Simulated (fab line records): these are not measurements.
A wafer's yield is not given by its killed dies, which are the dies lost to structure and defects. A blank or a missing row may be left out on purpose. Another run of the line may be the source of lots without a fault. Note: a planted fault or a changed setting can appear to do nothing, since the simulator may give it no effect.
Which of the tools did it? | flow sfq line | Sampling: 6 lots, 18 wafers, 2 of 325 route steps

== WHAT THE GAUGES READ, wafer by wafer ==
SFQ_C5_OVL_MEAS_937.
lot  | measured     | on         | C5_OVL (nm)
L237 | day 76 23:50 | overlay-02 | 3 5 5
L239 | day 77 08:46 | overlay-01 | -4 1 0
L242 | day 78 00:22 | overlay-02 | -3 1 -2
L250 | day 81 07:31 | overlay-01 | 1 3 -5
L256 | day 84 16:48 | overlay-01 | -6 -6 -8
L258 | day 86 02:38 | overlay-02 | -7 -1 -6

== WHICH TOOL RAN EACH LOT (tool, then ch and the chambers of the sampled wafers, then the start) ==
lot  | SFQ_TRILAYER_M5_ETCH_METAL_ETCH_126
L237 | rie metal-01 ch 0,1, day 70 17:01
L239 | rie metal-03 ch 1, day 70 23:01
L242 | rie metal-03 ch 1, day 71 14:37
L250 | rie metal-02 ch 0,1, day 76 14:28
L256 | rie metal-01 ch 0,1, day 77 04:56
L258 | rie metal-03 ch 0,1, day 77 09:40
- SFQ_TRILAYER_M5_ETCH_METAL_ETCH_126: etches Nb in Cl2/BCl3, stops on SiO2, time 203.2 s, target depth 265 nm.

== THE ANSWER, worked out from the rows above alone ==
Rule: the lots themselves supply what counts as usual. The widest of any qualifying gaps counts: lots, ordered by their means at a reading, are off when they make up no more than a third of the lots, leave a main group of 4 or more, and stand apart from it by 3 or more times the standard deviation of that group's means. A main group is skipped when, at the precision printed for the reading in the tables above, its means are all equal. A lot without any number at a reading at which 4 lots or more have one is off too. The other lots that the step has rows for count as sound.
Across all readings shown, no lot is off: no conclusion can be drawn from this.

== WHAT HAD BEEN PUT IN BY THE SIMULATOR ==
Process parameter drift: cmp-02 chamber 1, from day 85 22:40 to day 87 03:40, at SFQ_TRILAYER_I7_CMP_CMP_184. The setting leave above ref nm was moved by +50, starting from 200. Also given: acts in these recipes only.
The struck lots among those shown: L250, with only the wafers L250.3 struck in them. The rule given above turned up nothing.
